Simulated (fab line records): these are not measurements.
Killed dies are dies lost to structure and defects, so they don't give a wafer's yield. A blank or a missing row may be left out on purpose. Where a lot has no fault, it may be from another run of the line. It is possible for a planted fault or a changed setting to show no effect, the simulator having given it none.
What tool caused it?	flow gf180mcu	42 wafers from 14 lots sampled at 2 of the route's 602 steps

WHAT EACH GAUGE READ, for each wafer
GF_V4_BOW_MEAS_05.
lot	measured	on	V4_BOW (um)
L856	day 23 13:56	film-metro-03	124 118 126
L857	day 23 21:02	film-metro-01	132 122 120
L858	day 24 08:08	film-metro-04	128 131 131
L867	day 26 20:56	film-metro-04	122 132 103
L868	day 27 10:16	film-metro-03	150 137 132
L869	day 27 18:14	film-metro-04	130 139 136
L870	day 27 22:29	film-metro-04	146 152 128
L871	day 28 05:50	film-metro-04	133 133 117
L872	day 28 09:47	film-metro-04	132 121 128
L873	day 28 23:10	film-metro-03	128 125 133
L874	day 29 07:08	film-metro-03	140 138 129
L878	day 30 12:05	film-metro-01	135 128 131
L877	day 30 13:51	film-metro-01	131 114 134
L879	day 30 19:16	film-metro-03	135 134 138

WHAT TOOL EACH LOT RAN ON (gives the tool, then ch and the chambers of the sampled wafers, and finally the start)
lot	GF_V4_CMP_04
L856	cmp-02 ch 1,2,3, day 23 13:44
L857	cmp-02 ch 1,2,3, day 23 20:49
L858	cmp-02 ch 0,1,3, day 24 07:52
L867	cmp-01 ch 0,1,2, day 26 20:38
L868	cmp-01 ch 0,1,2, day 27 10:00
L869	cmp-01 ch 0,1, day 27 17:56
L870	cmp-01 ch 1,2,3, day 27 22:10
L871	cmp-02 ch 0,1,2, day 28 05:32
L872	cmp-01 ch 1,3, day 28 09:29
L873	cmp-02 ch 1,2,3, day 28 22:52
L874	cmp-01 ch 0,1,3, day 29 06:52
L878	cmp-01 ch 1,2,3, day 30 11:50
L877	cmp-01 ch 0,1,2, day 30 13:33
L879	cmp-01 ch 0,1,2, day 30 18:58
- GF_V4_CMP_04: polishes SiO2.

WHAT THE TOOLS THEMSELVES READ (means of the sampled wafers that have a number; where no wafer has one, the mark that the record gives instead)
GF_V4_CMP_04.
lot	tool	edge-zone-pressure-frac	head-pressure-psi (psi)	motor-current-A (A)	time-to-endpoint-s (s)
L856	cmp-02	1.001	4.003	11.4	84
L857	cmp-02	0.994	4.003	11.2	87
L858	cmp-02	1.003	4.005	11.3	85
L867	cmp-01	0.996	3.988	10.7	79
L868	cmp-01	1.003	3.999	10.4	80
L869	cmp-01	1.001	4.008	12.0	78
L870	cmp-01	0.997	4.000	10.0	77
L871	cmp-02	1.007	3.997	11.1	76
L872	cmp-01	1.001	3.993	10.0	83
L873	cmp-02	0.997	3.989	11.7	75
L874	cmp-01	1.003	3.996	10.8	80
L878	cmp-01	0.998	3.996	10.0	73
L877	cmp-01	1.002	4.007	10.9	81
L879	cmp-01	1.001	3.990	10.7	74

THE ANSWER, worked out from the rows above alone
Rule: what is usual is taken from the lots themselves. Put in order of their means at a reading, lots are off if they are a third of the lots or fewer, leave a main group of 4 or more, and stand apart from it by a gap of 3 or more times the standard deviation of the main group's means; of several such gaps the widest counts. A main group is skipped when, at the precision printed for the reading in the tables above, its means are all equal. A lot without any number at a reading at which 4 lots or more have one is off too. Any other lot the step has rows for is counted as sound. The gauges are gone through in route order, then the tools' own readings, and for those a lot's mean is taken as printed above. At the first step where some lot is off, the reading lying furthest off is the one used; lots without a number count as furthest.
None of the lots is off at any reading shown; this tells nothing.

WHAT THE SIMULATOR PUT IN
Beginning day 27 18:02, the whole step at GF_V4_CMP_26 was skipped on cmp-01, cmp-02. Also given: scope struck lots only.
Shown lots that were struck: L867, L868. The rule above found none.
